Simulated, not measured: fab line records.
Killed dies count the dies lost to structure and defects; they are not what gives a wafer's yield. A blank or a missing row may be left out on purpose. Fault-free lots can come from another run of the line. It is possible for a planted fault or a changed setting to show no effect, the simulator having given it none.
fab line records	flow sky130
[record] lots = 11	wafers = 33	lastDay = 50
route steps=708 shown VIA3@575 CAP2M@603 METAL4@633 PAD_OPEN@708
lots untouched by any fault: they come from a run of this same line in which no faults occurred
startH: hours from the record's opening day to when the first of the lot's shown wafers began	waitH: hours since the lot's step before	" repeats the value in the row above	L1.1+2: one row covering several wafers at once	- either no value or no given start	* or withheld: withheld	< > ~ a bound
route shown NAME@n: a module of which the file shows steps, and the number in the route of the first	usual: average and standard deviation across the fault-free wafers	same: alike in all rows	chamber/n: place in a boat	sites: the reading at each site	_std_site: standard deviation across them	_edge_site: the outer-site mean with the inner-site mean subtracted	radiusMm: how far each site lies from the wafer's centre	mask NAME#n: copy n	behind: the last tool/chamber to shape the wafer	hold: what put the lot on hold/how long, in hours/how the hold closed	device: the transistor (n, p or np) that didn't switch	end of line: tests of these same wafers at the route's end	for a step that has no rows: nothing shown but its recipe	killed: not the wafer's yield, but the dies lost to structure and defects at the first sort	map: the dies of a wafer, with x for killed, . for not killed, _ for no die there
set.NAME: the setting the step ran with; set.NAME@STEP: the setting that earlier step ran with	model.NAME: the simulator's own value behind a step, which no gauge read
steps of the route over a sample of lots; a table a step, a row a wafer
services: when a tool's chamber went out of use (startH, in hours from the record's first day, below 0 if earlier), for how many hours, and the reason
[[steps]]
[step SKY_VIA3_CMP_02]
[recipe] material = SiO2	downForcePsi = 4	platenRpm = 60	padVelocityMS = 0.94248
[usual] motorCurrentA = 11.3/1.3	slurryFilterDpKPa = 13.49/0.12	slurryFlowMlMin = 150.0/0.48
lot.wafer	tool	chamber	startH	waitH	motorCurrentA	slurryFilterDpKPa	slurryFlowMlMin
L326.2	cmp-01	1	901.43	0.2	10.7	13.69	149.6
L326.4	"	2	"	"	10.5	13.47	149.5
L326.5	"	2	"	"	10.8	13.38	149.9
L328.3	cmp-02	2	920.99	0.1	11.2	13.52	150.3
L328.4	"	3	"	"	10.0	13.39	149.7
L328.5	"	1	"	"	13.9	13.45	150.0
L330.4	cmp-02	1	945.74	0.0	13.8	13.50	149.2
L330.6	"	1	"	"	12.6	13.54	149.6
L330.5	"	2	"	"	10.1	13.59	150.0
L332.1	cmp-01	3	960.53	0.1	11.1	13.30	150.9
L332.5	"	2	"	"	10.5	13.38	150.2
L332.6	"	3	"	"	10.3	13.47	149.9
L335.4	cmp-01	2	973.30	0.1	10.4	13.36	149.9
L335.6	"	1	"	"	11.1	13.44	150.9
L335.5	"	2	"	"	10.4	13.31	150.3
L339.1	cmp-01	2	1002.91	0.1	10.4	13.45	150.3
L339.4	"	3	"	"	11.0	13.39	150.1
L339.2	"	0	"	"	11.0	13.51	148.9
L341.3	cmp-02	1	1014.81	0.1	13.2	13.74	150.4
L341.6	"	0	"	"	12.0	13.66	149.1
L341.5	"	1	"	"	13.1	13.47	150.1
L344.1	cmp-01	0	1035.80	0.2	11.3	13.62	149.6
L344.2	"	1	"	"	11.2	13.69	150.0
L344.3	"	2	"	"	10.5	13.57	150.7
L346.1	cmp-02	3	1046.09	0.1	9.4	13.43	149.1
L346.4	"	1	"	"	13.2	13.58	150.4
L346.6	"	0	"	"	12.9	13.46	150.4
L348.2	cmp-01	1	1056.16	0.0	11.0	13.37	150.4
L348.1	"	2	"	"	10.5	13.45	150.4
L348.3	"	0	"	"	11.2	13.45	150.6
L349.4	cmp-02	3	1061.11	0.1	9.6	13.57	150.5
L349.6	"	2	"	"	10.3	13.44	149.4
L349.5	"	3	"	"	9.7	13.55	149.1
[step SKY_VIA3_CD_MEAS_12]
[recipe] targetCdNm = 200
[usual] cdNm = 199.6/1.2
lot.wafer	tool	chamber	startH	waitH	cdNm
L326.2	cdSem-02	-	927.25	-	198.7
L326.4	"	-	"	"	199.2
L326.5	"	-	"	"	199.5
L328.3	cdSem-01	-	945.75	-	201.1
L328.4	"	-	"	"	200.5
L328.5	"	-	"	"	199.2
L330.4	cdSem-01	-	971.47	-	198.3
L330.5	"	-	"	"	197.8
L330.6	"	-	"	"	201.5
L332.1	cdSem-01	-	985.08	-	199.8
L332.5	"	-	"	"	199.7
L332.6	"	-	"	"	200.4
L335.4	cdSem-01	-	997.51	-	198.6
L335.5	"	-	"	"	200.9
L335.6	"	-	"	"	199.3
L339.1	cdSem-02	-	1027.66	-	200.7
L339.2	"	-	"	"	202.3
L339.4	"	-	"	"	200.0
L341.3	cdSem-01	-	1038.90	-	200.6
L341.5	"	-	"	"	200.8
L341.6	"	-	"	"	202.1
L344.1	cdSem-02	-	1058.10	-	200.0
L344.2	"	-	"	"	199.9
L344.3	"	-	"	"	198.5
L346.1	cdSem-01	-	1068.11	-	197.7
L346.4	"	-	"	"	198.9
L346.6	"	-	"	"	197.8
L348.1	cdSem-01	-	1077.88	-	199.7
L348.2	"	-	"	"	199.3
L348.3	"	-	"	"	199.4
L349.4	cdSem-01	-	1082.69	-	199.0
L349.5	"	-	"	"	200.1
L349.6	"	-	"	"	198.8
[step SKY_CAP2M_CVD_00]
[recipe] material = SiO2	targetThkNm = 15.5	tempC = 400	timeS = withheld	rfW = 450
[usual] heaterPowerW = 733/88
lot.wafer	tool	chamber	startH	waitH	heaterPowerW
L326.2	pecvd-03	1	929.19	0.0	816
L326.4	"	0	"	"	667
L326.5	"	2	"	"	802
L328.3	pecvd-02	0	947.37	0.0	881
L328.4	"	2	"	"	646
L328.5	"	1	"	"	675
L330.4	pecvd-03	2	973.13	0.0	762
L330.5	"	1	"	"	714
L330.6	"	2	"	"	777
L332.1	pecvd-03	1	986.75	0.0	770
L332.5	"	2	"	"	863
L332.6	"	1	"	"	788
L335.4	pecvd-01	2	999.13	0.0	749
L335.5	"	1	"	"	826
L335.6	"	0	"	"	658
L339.1	pecvd-01	0	1029.36	0.0	646
L339.2	"	1	"	"	815
L339.4	"	1	"	"	823
L341.3	pecvd-03	2	1040.64	0.0	881
L341.5	"	0	"	"	759
L341.6	"	1	"	"	797
L344.1	pecvd-03	1	1059.77	0.0	725
L344.2	"	2	"	"	831
L344.3	"	0	"	"	739
L346.1	pecvd-01	2	1069.81	0.0	689
L346.4	"	0	"	"	565
L346.6	"	1	"	"	785
L348.1	pecvd-02	1	1079.59	0.0	720
L348.2	"	0	"	"	823
L348.3	"	2	"	"	735
L349.4	pecvd-01	0	1084.40	0.0	565
L349.5	"	2	"	"	797
L349.6	"	1	"	"	765
[step SKY_CAP2M_THK_MEAS_01]
[recipe] reads = SiO2_of_CAP2M_CVD_00
[usual] CAP2M_CVD_00_THK = 15.49/0.2
lot.wafer	tool	chamber	startH	waitH	CAP2M_CVD_00_THK[nm]
L326.2	filmMetro-04	-	929.22	-	15.63
L326.4	"	-	"	"	15.59
L326.5	"	-	"	"	15.85
L328.3	filmMetro-04	-	947.42	-	15.39
L328.4	"	-	"	"	15.80
L328.5	"	-	"	"	15.64
L330.4	filmMetro-02	-	973.18	-	15.54
L330.5	"	-	"	"	15.38
L330.6	"	-	"	"	15.59
L332.1	filmMetro-03	-	986.77	-	15.30
L332.5	"	-	"	"	15.43
L332.6	"	-	"	"	15.66
L335.4	filmMetro-03	-	999.17	-	15.64
L335.5	"	-	"	"	15.54
L335.6	"	-	"	"	15.80
L339.1	filmMetro-02	-	1029.39	-	15.55
L339.2	"	-	"	"	15.58
L339.4	"	-	"	"	15.72
L341.3	filmMetro-03	-	1040.69	-	15.31
L341.5	"	-	"	"	13.86
L341.6	"	-	"	"	15.53
L344.1	filmMetro-02	-	1059.79	-	15.42
L344.2	"	-	"	"	15.16
L344.3	"	-	"	"	13.78
L346.1	filmMetro-02	-	1069.83	-	15.23
L346.4	"	-	"	"	15.85
L346.6	"	-	"	"	15.73
L348.1	filmMetro-03	-	1079.62	-	15.08
L348.2	"	-	"	"	15.39
L348.3	"	-	"	"	15.20
L349.4	filmMetro-02	-	1084.44	-	15.39
L349.5	"	-	"	"	15.59
L349.6	"	-	"	"	15.60
[step SKY_CAP2M_METAL_ETCH_13]
[recipe] targetDepthNm = 220	stopOn = SiO2	chemistry = Cl2/BCl3	target = TiN	pressureMtorr = 10	icpW = 900	biasW = 48.5	Cl2_flow_sccm = 60	bcl3FlowSccm = 30	timeS = 62.9
[usual] drypumpMotorCurrentA = 5.7/0.67	oesProductAu = 0.943/0.0078	throttleValvePct = 21.900/0.009
lot.wafer	tool	chamber	startH	waitH	drypumpMotorCurrentA	oesProductAu	rfHoursCounterH	throttleValvePct
L326.2	rieMetal-04	1	954.19	0.0	6.8	0.946	14	21.908
L326.4	"	0	"	"	5.5	0.945	-	21.899
L326.5	"	0	"	"	5.5	0.949	-	21.896
L328.3	rieMetal-03	1	972.27	0.0	5.8	0.947	-	21.901
L328.4	"	0	"	"	5.0	0.939	-	21.902
L328.5	"	1	"	"	5.8	0.929	-	21.907
L330.4	rieMetal-04	1	997.52	0.0	6.8	0.946	-	21.889
L330.5	"	1	"	"	6.8	0.954	-	21.899
L330.6	"	0	"	"	5.5	0.937	-	21.891
L332.1	rieMetal-03	0	1010.14	0.0	5.0	0.937	8	21.900
L332.5	"	0	"	"	5.0	0.950	-	21.897
L332.6	"	1	"	"	5.8	0.952	-	21.913
L335.4	rieMetal-03	1	1023.57	0.0	5.8	0.937	-	21.920
L335.5	"	0	"	"	5.0	0.938	-	21.896
L335.6	"	1	"	"	5.8	0.945	-	21.909
L339.1	rieMetal-03	1	1052.14	0.0	5.8	0.934	14	21.911
L339.2	"	0	"	"	5.0	0.950	11	21.883
L339.4	"	1	"	"	5.8	0.948	-	21.907
L341.3	rieMetal-04	1	1063.56	0.0	6.8	0.948	-	21.895
L341.5	"	0	"	"	5.5	0.936	-	21.893
L341.6	"	1	"	"	6.8	0.937	-	21.901
L344.1	rieMetal-04	0	1081.45	0.0	5.5	0.953	24	21.893
L344.2	"	1	"	"	6.8	0.945	2	21.902
L344.3	"	1	"	"	6.8	0.952	-	21.900
L346.1	rieMetal-01	1	1090.64	0.0	4.9	0.932	24	21.898
L346.4	"	0	"	"	5.3	0.938	-	21.917
L346.6	"	0	"	"	5.3	0.953	-	21.899
L348.1	rieMetal-04	1	1098.64	0.0	6.8	0.943	3	21.897
L348.2	"	0	"	"	5.5	0.947	25	21.900
L348.3	"	1	"	"	6.8	0.934	-	21.903
L349.4	rieMetal-04	0	1103.77	0.0	5.5	0.947	-	21.909
L349.5	"	1	"	"	6.8	0.939	-	21.894
L349.6	"	0	"	"	5.5	0.942	-	21.901
[step SKY_METAL4_ETCH_17]
[recipe] target = SiO2	stopOn = TiN	chemistry = C4F8/O2/Ar	sourceW = 1500	biasW = 1200	pressureMtorr = 40	c4f8FlowSccm = withheld	O2_flow_sccm = 6	Ar_flow_sccm = 300	timeS = 3.9	targetDepthA = 150
[usual] oesProductAu = 0.753/0.0063
lot.wafer	tool	chamber	startH	waitH	oesProductAu	rfHoursCounterH
L326.2	rieDiel-03	3	979.74	0.1	0.758	6
L326.4	"	1	"	"	0.755	27
L326.5	"	0	"	"	0.765	-
L328.3	rieDiel-03	2	997.60	0.0	0.755	15
L328.4	"	3	"	"	0.768	6
L328.5	"	0	"	"	0.756	-
L330.4	rieDiel-01	1	1022.62	0.0	0.756	5
L330.5	"	0	"	"	0.751	-
L330.6	"	1	"	"	0.757	-
L332.1	rieDiel-01	0	1034.84	0.1	0.750	16
L332.5	"	2	"	"	0.753	-
L332.6	"	3	"	"	0.751	-
L335.4	rieDiel-04	2	1046.92	0.0	0.754	12
L335.5	"	1	"	"	0.756	-
L335.6	"	2	"	"	0.759	-
L339.1	rieDiel-01	3	1074.35	0.1	0.761	17
L339.2	"	1	"	"	0.748	7
L339.4	"	3	"	"	0.753	-
L341.3	rieDiel-04	0	1085.44	0.0	0.752	8
L341.5	"	0	"	"	0.721	-
L341.6	"	1	"	"	0.756	-
L344.1	rieDiel-03	0	1101.42	0.1	0.745	25
L344.2	"	2	"	"	0.748	18
L344.3	"	1	"	"	0.712	1
L346.1	rieDiel-01	3	1110.27	0.2	0.750	19
L346.4	"	3	"	"	0.761	-
L346.6	"	0	"	"	0.757	-
L348.1	rieDiel-03	3	1119.32	0.1	0.742	11
L348.2	"	1	"	"	0.749	2
L348.3	"	2	"	"	0.756	19
L349.4	rieDiel-03	0	1124.54	0.0	0.749	26
L349.5	"	1	"	"	0.761	-
L349.6	"	0	"	"	0.748	-
[step SKY_PAD_OPEN_PROBE_99]
[usual] defectLimitedYield = 82.6/2.2	killed_at_M0_to_M3 = 43/7.9	killed_at_M4_up = 2.9/1.8	killedAtContacts = 24/5.5	killedAtFrontEnd = 15/4.2	killedAtOther = 0.2/0.46	killedDies = 86/11	killedOpen = 47/8.1	killedShort = 39/6.4
[same] grossDies = 492	killedAtBackSide = 0
lot.wafer	tool	chamber	startH	waitH	defectLimitedYield[%]	killed_at_M0_to_M3	killed_at_M4_up	killedAtContacts	killedAtFrontEnd	killedAtOther	killedDies	killedOpen	killedShort
L326.2	prober-01	-	1078.05	0.1	86.8	28	4	22	11	0	65	36	29
L326.4	prober-01	-	1078.15	0.2	79.9	48	3	30	18	0	99	56	43
L326.5	prober-01	-	1078.20	0.2	82.7	44	6	24	11	0	85	41	44
L328.3	prober-01	-	1092.94	0.2	80.1	41	3	35	19	0	98	51	47
L328.4	prober-01	-	1092.99	0.2	81.5	48	2	20	21	0	91	54	37
L328.5	prober-01	-	1093.04	0.2	83.9	31	3	31	14	0	79	41	38
L330.4	prober-01	-	1111.31	0.2	82.9	47	1	19	16	1	84	47	37
L330.5	prober-01	-	1111.36	0.2	82.5	34	2	28	22	0	86	49	37
L330.6	prober-01	-	1111.41	0.2	81.9	35	4	37	12	1	89	47	42
L332.1	prober-02	-	1123.65	0.1	84.6	37	2	25	12	0	76	33	43
L332.5	prober-02	-	1123.85	0.2	82.5	50	2	23	11	0	86	46	40
L332.6	prober-02	-	1123.90	0.2	80.3	46	2	34	13	2	97	52	45
L335.4	prober-02	-	1135.56	0.2	83.5	49	2	16	13	1	81	40	41
L335.5	prober-02	-	1135.61	0.2	86.2	33	3	23	9	0	68	39	29
L335.6	prober-02	-	1135.66	0.2	79.1	60	2	28	13	0	103	54	49
L339.1	prober-02	-	1160.77	0.1	83.9	37	1	25	16	0	79	45	34
L339.2	prober-02	-	1160.82	0.1	82.3	37	3	31	16	0	87	47	40
L339.4	prober-02	-	1160.92	0.2	83.3	45	9	20	8	0	82	47	35
L341.3	prober-02	-	1168.98	0.2	79.5	51	3	27	20	0	101	58	43
L341.5	prober-02	-	1169.08	0.2	82.3	48	1	22	16	0	87	52	35
L341.6	prober-02	-	1169.13	0.2	83.7	51	1	14	14	0	80	45	35
L344.1	prober-01	-	1182.61	0.1	81.7	44	5	26	14	1	90	48	42
L344.2	prober-01	-	1182.66	0.1	84.6	37	3	24	12	0	76	39	37
L344.3	prober-01	-	1182.71	0.2	83.1	48	4	24	7	0	83	40	43
L346.1	prober-01	-	1189.01	0.1	80.5	44	3	31	18	0	96	51	45
L346.4	prober-01	-	1189.16	0.2	82.3	48	4	21	14	0	87	38	49
L346.6	prober-01	-	1189.26	0.2	78.3	67	2	27	11	0	107	61	46
L348.1	prober-01	-	1196.88	0.1	80.7	44	6	26	19	0	95	57	38
L348.2	prober-01	-	1196.93	0.1	82.1	47	2	23	16	0	88	45	43
L348.3	prober-01	-	1196.98	0.2	81.7	47	4	21	18	0	90	48	42
L349.4	prober-02	-	1200.81	0.2	83.3	41	2	22	16	1	82	38	44
L349.5	prober-02	-	1200.86	0.2	84.6	41	1	24	10	0	76	46	30
L349.6	prober-02	-	1200.91	0.2	84.1	30	4	23	21	0	78	40	38
// killed by level:class
L326.2 CONTACT:geometricParticle:open=9 VIA1:geometricParticle:open=7 CONTACT:geometricParticle:short=5 LI_CONTACT:geometricParticle:open=4 METAL1:geometricParticle:open=4 VIA1:geometricParticle:short=4 METAL4:geometricParticle:short=4 VIA2:geometricParticle:short=3
L326.4 VIA1:geometricParticle:open=14 CONTACT:geometricParticle:open=12 LI_CONTACT:geometricParticle:open=7 VIA3:geometricParticle:open=7 POLY_GATE:geometricParticle:open=6 LI_CONTACT:geometricParticle:short=5 VIA2:geometricParticle:open=5 VIA1:geometricParticle:short=5
L326.5 VIA1:geometricParticle:open=11 METAL2:geometricParticle:short=8 METAL1:geometricParticle:short=8 CONTACT:geometricParticle:open=7 VIA2:geometricParticle:open=7 LI_CONTACT:geometricParticle:open=5 CONTACT:geometricParticle:short=5 METAL4:geometricParticle:short=5
L328.3 VIA1:geometricParticle:open=18 CONTACT:geometricParticle:open=10 CONTACT:geometricParticle:short=9 POLY_GATE:geometricParticle:short=7 METAL1:geometricParticle:short=7 LOCAL_INTERCONNECT:geometricParticle:short=6 FIELD_ISO:geometricParticle:short=5 LI_CONTACT:geometricParticle:open=5
L328.4 VIA1:geometricParticle:open=15 CONTACT:geometricParticle:open=8 VIA2:geometricParticle:open=6 FIELD_ISO:geometricParticle:open=5 METAL1:geometricParticle:short=5 VIA3:geometricParticle:open=5 FIELD_ISO:geometricParticle:short=4 LI_CONTACT:geometricParticle:open=4
L328.5 CONTACT:geometricParticle:open=9 VIA3:geometricParticle:open=8 LI_CONTACT:geometricParticle:open=7 VIA1:geometricParticle:open=6 CONTACT:geometricParticle:short=5 POLY_GATE:geometricParticle:short=5 LI_CONTACT:geometricParticle:short=4 LOCAL_INTERCONNECT:geometricParticle:short=4
L330.4 VIA1:geometricParticle:open=13 CONTACT:geometricParticle:open=8 METAL2:geometricParticle:short=7 FIELD_ISO:geometricParticle:short=6 VIA2:geometricParticle:open=6 VIA1:geometricParticle:short=5 POLY_GATE:geometricParticle:open=4 LI_CONTACT:geometricParticle:open=4
L330.5 LI_CONTACT:geometricParticle:open=9 CONTACT:geometricParticle:open=9 FIELD_ISO:geometricParticle:open=7 VIA3:geometricParticle:open=6 METAL1:geometricParticle:short=6 METAL2:geometricParticle:short=6 FIELD_ISO:geometricParticle:short=5 POLY_GATE:geometricParticle:open=5
L330.6 CONTACT:geometricParticle:open=11 LI_CONTACT:geometricParticle:open=10 VIA1:geometricParticle:open=10 VIA1:geometricParticle:short=9 CONTACT:geometricParticle:short=8 LOCAL_INTERCONNECT:geometricParticle:short=5 FIELD_ISO:geometricParticle:open=4 VIA2:geometricParticle:open=4
L332.1 METAL2:geometricParticle:short=8 CONTACT:geometricParticle:open=7 CONTACT:geometricParticle:short=7 VIA2:geometricParticle:open=7 LI_CONTACT:geometricParticle:open=6 FIELD_ISO:geometricParticle:short=5 POLY_GATE:geometricParticle:short=5 VIA3:geometricParticle:open=5
L332.5 VIA1:geometricParticle:open=12 CONTACT:geometricParticle:open=9 METAL1:geometricParticle:short=9 VIA3:geometricParticle:open=7 VIA2:geometricParticle:open=6 VIA3:geometricParticle:short=5 FIELD_ISO:geometricParticle:short=4 LI_CONTACT:geometricParticle:open=4
L332.6 CONTACT:geometricParticle:open=10 VIA1:geometricParticle:open=10 LI_CONTACT:geometricParticle:open=7 LOCAL_INTERCONNECT:geometricParticle:short=7 VIA3:geometricParticle:open=7 VIA2:geometricParticle:open=5 POLY_GATE:geometricParticle:short=5 VIA1:geometricParticle:short=5
L335.4 METAL1:geometricParticle:short=10 VIA1:geometricParticle:open=7 VIA3:geometricParticle:open=7 LI_CONTACT:geometricParticle:open=6 FIELD_ISO:geometricParticle:short=5 VIA1:geometricParticle:short=5 VIA2:geometricParticle:open=5 CONTACT:geometricParticle:open=4
L335.5 METAL1:geometricParticle:short=8 CONTACT:geometricParticle:open=8 LI_CONTACT:geometricParticle:open=6 VIA1:geometricParticle:open=6 METAL2:geometricParticle:short=4 VIA1:geometricParticle:short=4 VIA2:geometricParticle:open=4 FIELD_ISO:geometricParticle:open=3
L335.6 METAL1:geometricParticle:short=13 CONTACT:geometricParticle:open=12 VIA1:geometricParticle:open=11 METAL2:geometricParticle:short=8 VIA2:geometricParticle:open=7 VIA3:geometricParticle:open=7 LI_CONTACT:geometricParticle:open=5 CONTACT:geometricParticle:short=5
L339.1 CONTACT:geometricParticle:open=14 VIA1:geometricParticle:open=8 VIA1:geometricParticle:short=6 METAL1:geometricParticle:short=6 VIA3:geometricParticle:open=5 METAL2:geometricParticle:short=5 FIELD_ISO:geometricParticle:short=4 LOCAL_INTERCONNECT:geometricParticle:short=4
L339.2 VIA1:geometricParticle:open=9 LI_CONTACT:geometricParticle:open=9 CONTACT:geometricParticle:open=8 VIA3:geometricParticle:open=8 METAL2:geometricParticle:short=7 LOCAL_INTERCONNECT:geometricParticle:short=5 CONTACT:geometricParticle:short=5 POLY_GATE:geometricParticle:open=4
L339.4 VIA1:geometricParticle:open=14 VIA3:geometricParticle:open=10 METAL4:geometricParticle:short=7 LI_CONTACT:geometricParticle:open=6 FIELD_ISO:geometricParticle:short=4 CONTACT:geometricParticle:open=4 METAL1:geometricParticle:short=4 LI_CONTACT:geometricParticle:short=3
L341.3 VIA1:geometricParticle:open=14 VIA2:geometricParticle:open=9 CONTACT:geometricParticle:open=8 LI_CONTACT:geometricParticle:open=8 FIELD_ISO:geometricParticle:short=7 VIA1:geometricParticle:short=7 VIA3:geometricParticle:open=6 FIELD_ISO:geometricParticle:open=5
L341.5 VIA1:geometricParticle:open=11 VIA2:geometricParticle:open=11 FIELD_ISO:geometricParticle:open=8 CONTACT:geometricParticle:open=7 METAL1:geometricParticle:short=7 CONTACT:geometricParticle:short=6 VIA3:geometricParticle:open=6 METAL2:geometricParticle:short=5
L341.6 VIA2:geometricParticle:open=12 VIA1:geometricParticle:open=11 METAL1:geometricParticle:short=7 LI_CONTACT:geometricParticle:open=6 CONTACT:geometricParticle:open=6 METAL2:geometricParticle:short=6 FIELD_ISO:geometricParticle:short=5 POLY_GATE:geometricParticle:short=3
L344.1 LI_CONTACT:geometricParticle:open=10 METAL1:geometricParticle:short=7 VIA1:geometricParticle:open=7 CONTACT:geometricParticle:open=6 VIA1:geometricParticle:short=6 VIA3:geometricParticle:open=5 VIA2:geometricParticle:short=5 FIELD_ISO:geometricParticle:open=4
L344.2 CONTACT:geometricParticle:open=8 VIA1:geometricParticle:open=8 METAL2:geometricParticle:short=8 LI_CONTACT:geometricParticle:open=5 LOCAL_INTERCONNECT:geometricParticle:short=5 METAL1:geometricParticle:short=5 VIA2:geometricParticle:open=5 FIELD_ISO:geometricParticle:open=4
L344.3 VIA1:geometricParticle:open=13 LI_CONTACT:geometricParticle:open=6 CONTACT:geometricParticle:short=6 VIA2:geometricParticle:open=6 CONTACT:geometricParticle:open=5 METAL3:geometricParticle:short=5 METAL2:geometricParticle:short=5 VIA2:geometricParticle:short=5
L346.1 CONTACT:geometricParticle:open=14 METAL1:geometricParticle:short=8 VIA2:geometricParticle:open=8 CONTACT:geometricParticle:short=7 VIA1:geometricParticle:open=6 FIELD_ISO:geometricParticle:short=5 LI_CONTACT:geometricParticle:open=5 POLY_GATE:geometricParticle:short=4
L346.4 METAL1:geometricParticle:short=9 VIA2:geometricParticle:open=7 VIA1:geometricParticle:open=7 LI_CONTACT:geometricParticle:open=6 CONTACT:geometricParticle:open=6 METAL2:geometricParticle:short=6 FIELD_ISO:geometricParticle:short=4 FIELD_ISO:geometricParticle:open=4
L346.6 VIA2:geometricParticle:open=13 CONTACT:geometricParticle:open=12 VIA3:geometricParticle:open=12 METAL3:geometricParticle:short=9 METAL2:geometricParticle:short=7 LI_CONTACT:geometricParticle:open=6 VIA1:geometricParticle:open=6 VIA2:geometricParticle:short=5
L348.1 VIA1:geometricParticle:open=11 LI_CONTACT:geometricParticle:open=9 CONTACT:geometricParticle:open=9 VIA1:geometricParticle:short=6 METAL2:geometricParticle:short=6 VIA2:geometricParticle:open=6 CONTACT:geometricParticle:short=5 POLY_GATE:geometricParticle:short=5
L348.2 VIA1:geometricParticle:open=12 CONTACT:geometricParticle:open=8 VIA1:geometricParticle:short=7 LI_CONTACT:geometricParticle:open=5 METAL2:geometricParticle:short=5 FIELD_ISO:geometricParticle:short=4 VIA2:geometricParticle:open=4 POLY_GATE:geometricParticle:short=4
L348.3 CONTACT:geometricParticle:open=11 VIA2:geometricParticle:open=8 VIA3:geometricParticle:open=8 FIELD_ISO:geometricParticle:short=7 FIELD_ISO:geometricParticle:open=6 VIA1:geometricParticle:short=6 VIA2:geometricParticle:short=6 VIA1:geometricParticle:open=6
L349.4 VIA1:geometricParticle:open=10 CONTACT:geometricParticle:open=8 METAL1:geometricParticle:short=6 VIA1:geometricParticle:short=6 CONTACT:geometricParticle:short=5 FIELD_ISO:geometricParticle:open=4 FIELD_ISO:geometricParticle:short=4 LOCAL_INTERCONNECT:geometricParticle:short=4
L349.5 CONTACT:geometricParticle:open=11 VIA2:geometricParticle:open=7 VIA1:geometricParticle:open=7 VIA3:geometricParticle:open=6 VIA1:geometricParticle:short=5 LOCAL_INTERCONNECT:geometricParticle:short=5 FIELD_ISO:geometricParticle:open=4 POLY_GATE:geometricParticle:open=4
L349.6 CONTACT:geometricParticle:open=8 POLY_GATE:geometricParticle:short=7 FIELD_ISO:geometricParticle:open=6 LOCAL_INTERCONNECT:geometricParticle:short=6 VIA1:geometricParticle:open=6 LI_CONTACT:geometricParticle:open=5 METAL2:geometricParticle:short=5 METAL1:geometricParticle:short=4
[[services]]
tool	chamber	startH	hours	kind
rieDiel-01	1	879.58	9.8	repair
pecvd-03	-	880.21	0.8	repair
cmp-02	-	897.99	7.2	pm
rieDiel-01	3	901.83	6.0	repair
rieDiel-01	3	911.02	10.0	repair
cmp-02	-	912.15	2.3	repair
cmp-02	-	914.48	4.0	pm
cmp-01	-	928.09	1.7	repair
rieDiel-03	3	965.62	7.4	repair
cmp-02	-	967.55	2.0	repair
cmp-01	-	976.78	0.6	repair
cmp-01	-	1010.08	5.2	pm
pecvd-03	0	1019.05	5.8	repair
cmp-02	-	1028.62	0.8	repair
cmp-02	-	1050.12	3.0	pm
cmp-02	-	1056.14	1.9	repair
cmp-02	-	1059.32	1.1	repair
cmp-01	-	1070.01	1.0	repair
cmp-02	-	1073.57	0.7	repair
cmp-02	-	1080.29	3.8	repair
cmp-02	-	1084.12	15.9	pm
cmp-01	-	1084.23	4.0	pm
rieMetal-04	-	1087.69	2.8	pm
pecvd-03	-	1119.80	2.8	pm
[[key]]
[firstSign] step = SKY_CAP2M_THK_MEAS_01	reading = CAP2M_CVD_00_THK	direction = down	sigmas = 8.2	usual = 15.49	struck = 13.82
[effect] step = SKY_METAL4_ETCH_17	reading = oesProductAu	direction = down	sigmas = 5.8	usual = 0.753	struck = 0.716
metAt SKY_CAP2M_CVD_00
struckLots L341,L344
struckWafers L341.5,L344.3
notActingAt SKY_VIA3_CMP_02,SKY_VIA3_CD_MEAS_12,SKY_CAP2M_METAL_ETCH_13
onsetBetween 929.19 1040.64
[fault] kind = siteProfileDrift	tool = pecvd-03	chamber = 0	onsetH = 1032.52	steps = SKY_CAP2M_CVD_00	basis = fraction	maxAbsDrift = 0.22952	slopeSharePerHr = 51.004	sitePattern = 0,0,0,0,0,-1,-1,-1,-1
